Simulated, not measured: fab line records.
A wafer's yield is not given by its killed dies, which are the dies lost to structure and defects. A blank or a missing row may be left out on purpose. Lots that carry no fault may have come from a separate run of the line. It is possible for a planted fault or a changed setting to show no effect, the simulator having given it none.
Which of the tools did it? || flow sky130 || 6 lots, 18 wafers sampled, at 4 steps of a route of 708

WHAT THE GAUGES SHOWED, per wafer
SKY_PASSIVATION_THK_MEAS_03.
{"lot": "L844", "measured": "day 44 06:17", "on": "film_metro-03", "PASSIVATION_CVD_02_THK (nm)": "538 545 546"}
{"lot": "L847", "measured": "day 45 01:04", "on": "film_metro-03", "PASSIVATION_CVD_02_THK (nm)": "541 552 544"}
{"lot": "L850", "measured": "day 45 22:44", "on": "film_metro-03", "PASSIVATION_CVD_02_THK (nm)": "557 545 536"}
{"lot": "L852", "measured": "day 46 06:35", "on": "film_metro-01", "PASSIVATION_CVD_02_THK (nm)": "544 545 552"}
{"lot": "L855", "measured": "day 47 06:22", "on": "film_metro-03", "PASSIVATION_CVD_02_THK (nm)": "541 536 544"}
{"lot": "L857", "measured": "day 48 14:08", "on": "film_metro-01", "PASSIVATION_CVD_02_THK (nm)": "534 526 542"}

EACH LOT AND THE TOOL THAT RAN IT (in order: tool; ch and the chambers of the sampled wafers; start)
{"lot": "L844", "SKY_FIELD_ISO_OXIDATION_01": "furnace-02 ch 0, day 2 01:07", "SKY_METAL3_STRIP_19": "plasma_asher-04 ch 0,1, day 39 02:59", "SKY_VIA3_CMP_24": "cmp-01 ch 0,1,2, day 40 06:19"}
{"lot": "L847", "SKY_FIELD_ISO_OXIDATION_01": "furnace-02 ch 0, day 2 17:16", "SKY_METAL3_STRIP_19": "plasma_asher-03 ch 0,1, day 39 23:47", "SKY_VIA3_CMP_24": "cmp-02 ch 0,1,3, day 41 02:13"}
{"lot": "L850", "SKY_FIELD_ISO_OXIDATION_01": "furnace-02 ch 0, day 3 07:07", "SKY_METAL3_STRIP_19": "plasma_asher-01 ch 0,1, day 41 00:41", "SKY_VIA3_CMP_24": "cmp-01 ch 0,1,2, day 42 02:38"}
{"lot": "L852", "SKY_FIELD_ISO_OXIDATION_01": "furnace-01 ch 0, day 3 17:07", "SKY_METAL3_STRIP_19": "plasma_asher-01 ch 0,1, day 41 09:14", "SKY_VIA3_CMP_24": "cmp-02 ch 1,2, day 42 10:16"}
{"lot": "L855", "SKY_FIELD_ISO_OXIDATION_01": "furnace-02 ch 0, day 4 09:08", "SKY_METAL3_STRIP_19": "plasma_asher-04 ch 0,1, day 42 12:13", "SKY_VIA3_CMP_24": "cmp-01 ch 0,1,3, day 43 13:13"}
{"lot": "L857", "SKY_FIELD_ISO_OXIDATION_01": "furnace-01 ch 0, day 4 18:07", "SKY_METAL3_STRIP_19": "plasma_asher-04 ch 0,1, day 44 02:57", "SKY_VIA3_CMP_24": "cmp-02 ch 0,3, day 45 02:53"}
- SKY_FIELD_ISO_OXIDATION_01: stabilise 600 s, purge 300 s, target thk 12 nm.
- SKY_METAL3_STRIP_19: strips in O2/N2.
- SKY_VIA3_CMP_24: polishes, stops on SiO2, t overpolish 20 s, target thk 0 nm.

THE ANSWER, worked out from the rows above alone
Rule: what is usual is taken from the lots themselves. The widest of any qualifying gaps counts: lots, ordered by their means at a reading, are off when they make up no more than a third of the lots, leave a main group of 4 or more, and stand apart from it by 3 or more times the standard deviation of that group's means. The tables above print the reading to a certain number of digits; a main group whose means all agree to those digits is not used. Also off: a lot with no number at a reading for which 4 or more lots have one. All remaining lots with rows at the step are treated as sound.
Nothing can be told from this: no lot is off at any reading shown.

WHAT WAS PUT IN BY THE SIMULATOR
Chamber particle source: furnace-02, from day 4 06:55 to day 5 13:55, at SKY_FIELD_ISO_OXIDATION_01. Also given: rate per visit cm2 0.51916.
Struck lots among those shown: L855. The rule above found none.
